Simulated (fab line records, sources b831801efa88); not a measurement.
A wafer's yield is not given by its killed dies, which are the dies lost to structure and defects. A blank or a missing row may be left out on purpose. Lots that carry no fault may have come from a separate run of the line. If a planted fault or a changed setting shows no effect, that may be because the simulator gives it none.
A lot that was struck, set against a sound lot ; flow sky130 ; 22 out of 708 route steps
Sound: wafers L195.2, L195.4, L195.6. Wafers L207.1, L207.5 were the ones struck. At the end, the cause is stated.
Per side, at each step with rows, come the tool, then ch with its chambers, and then its first start. Under that, the readings that differ: sound wafers ; struck wafers ; difference of the means ; sigmas: that difference in standard deviations of wafers without a fault.
alike: readings with means less than 2 such deviations apart, plus words and numbers identical on both sides. not compared: withheld readings, readings lacking a value on some wafer, bounds such as >300 that could conceal the same value, and numbers that have no deviation in the record and whose values overlap.
Wherever a step has rows on one side only, a row that says differs or no value, or a row with sigmas, the two part there. Non-overlapping numbers with no deviation appear without sigmas and do not part them. Lack of a reading on every wafer of one side parts them only where that side has two or more wafers.

first, 1 step without rows for these wafers: SKY_CAPM_DEVELOP_11 (develop time 60 s).
SKY_CAPM_OVL_MEAS_12:
  sound: overlay-01 at day 40 08:38; struck: overlay-02 at day 43 03:31
  alike: CAPM_OVL
SKY_CAPM_METAL_ETCH_13: etches TiN in Cl2/BCl3, stops on SiO2, target depth 220 nm, time 62.9 s.
  sound on rie-metal-02 ch 1, day 40 08:40; struck on rie-metal-03 ch 0, day 43 03:32
reading;sound;struck;difference;sigmas
chamber-pressure-mTorr (mTorr);10.017 10.009 10.006;9.996 9.983;-0.021;-2
drypump-motor-current-A (A);5.0 5.0 5.0;5.9 5.9;+0.9;+3
oes-product-au (a.u.);0.966 0.945 0.946;0.929 0.921;-0.027;-3
  alike: bias-w, throttle-valve-pct
  not compared: rf-hours-counter-h
SKY_CAPM_STRIP_14: strips in O2/N2.
  sound on plasma-asher-03 ch 0, day 40 08:44; struck on plasma-asher-03 ch 0,1, day 43 03:37
  alike: chamber-pressure-mTorr, drypump-motor-current-A, oes-product-au, strip-time-to-endpoint-s
  not compared: rf-hours-counter-h
then, 8 steps without rows for these wafers: SKY_CAPM_STRIP_15 (strips in post etch residue remover, time 1200 s); SKY_CAPM_CLEAN_16 (cleans in IPA, time 180 s); SKY_CAPM_CLEAN_17 (cleans in O3/DIW); SKY_METAL3_DEHYDRATE_05 (time 60 s); SKY_METAL3_HMDS_06 (prime time 60 s); SKY_METAL3_COAT_07 (resist thk 60 nm); SKY_METAL3_COAT_08 (resist thk 1140 nm); SKY_METAL3_SOFTBAKE_09 (time 90 s).
SKY_METAL3_EXPOSE_10: exposes mask MM3, target cd 300 nm.
  sound on krf-scanner-02 ch 0, day 40 20:30; struck on krf-scanner-01 ch 0, day 43 15:23
  alike: mask
then, 2 steps without rows for these wafers: SKY_METAL3_PEB_11; SKY_METAL3_DEVELOP_12 (develop time 60 s).
SKY_METAL3_CD_MEAS_13: target cd 300 nm.
  sound: cd-sem-01 at day 41 09:09; struck: cd-sem-01 at day 44 02:50
reading;sound;struck;difference;sigmas
cd-nm (nm);300.9 299.7 298.9;236.8 235.6;-63.6;-53
SKY_METAL3_OVL_MEAS_14:
  sound: overlay-02 at day 41 09:16; struck: overlay-01 at day 44 02:57
  alike: METAL3_OVL
SKY_METAL3_DESCUM_15: chemistry O2, time 8 s.
  sound on rie-metal-04 ch 0,1, day 41 09:17; struck on rie-metal-04 ch 0, day 44 02:59
reading;sound;struck;difference;sigmas
model.METAL3.cd-nm (nm);300.7 299.3 298.9;236.7 235.5;-63.5;
  alike: chamber-pressure-mTorr, drypump-motor-current-A, oes-product-au
  not compared: rf-hours-counter-h
SKY_METAL3_ETCH_16: etches BARC in N2/H2, stops on SiO2, time 88.2 s, target depth 60 nm.
  sound on rie-metal-04 ch 0,1, day 41 09:19; struck on rie-metal-04 ch 0, day 44 03:01
  alike: bias-w, chamber-pressure-mTorr, drypump-motor-current-A, oes-product-au, throttle-valve-pct
  not compared: rf-hours-counter-h
SKY_METAL3_ETCH_17: etches SiO2 in C4F8/O2/Ar, stops on TiN, time 3.9 s, target depth 15 nm.
  sound on rie-diel-04 ch 0,1,2, day 41 09:25; struck on rie-diel-04 ch 0,1, day 44 03:07
  alike: bias-w, chamber-pressure-mTorr, oes-product-au
SKY_METAL3_METAL_ETCH_18: etches the open film in Cl2/BCl3, stops on SiO2, target depth 845 nm, time 183.1 s.
  sound on rie-metal-01 ch 0,1, day 41 09:26; struck on rie-metal-01 ch 0, day 44 03:08
reading;sound;struck;difference;sigmas
model.METAL3.cd-nm (nm);302.2 302.1 298.3;234.9 230.7;-68.1;
  alike: bias-w, chamber-pressure-mTorr, drypump-motor-current-A, oes-product-au, throttle-valve-pct
  not compared: rf-hours-counter-h
SKY_METAL3_STRIP_19: strips in O2/N2.
  sound on plasma-asher-02 ch 1, day 41 09:37; struck on plasma-asher-04 ch 1, day 44 03:19
  alike: chamber-pressure-mTorr, drypump-motor-current-A, oes-product-au, strip-time-to-endpoint-s
  not compared: rf-hours-counter-h

== WHERE THEY PART ==
Last at SKY_METAL3_CD_MEAS_13 as far as this record goes, first at SKY_CAPM_METAL_ETCH_13. Later steps at which nothing parts them and some readings are alike: SKY_METAL3_OVL_MEAS_14, SKY_METAL3_DESCUM_15, SKY_METAL3_ETCH_16, SKY_METAL3_ETCH_17, SKY_METAL3_METAL_ETCH_18, SKY_METAL3_STRIP_19.

WHY: the cause the simulator had injected
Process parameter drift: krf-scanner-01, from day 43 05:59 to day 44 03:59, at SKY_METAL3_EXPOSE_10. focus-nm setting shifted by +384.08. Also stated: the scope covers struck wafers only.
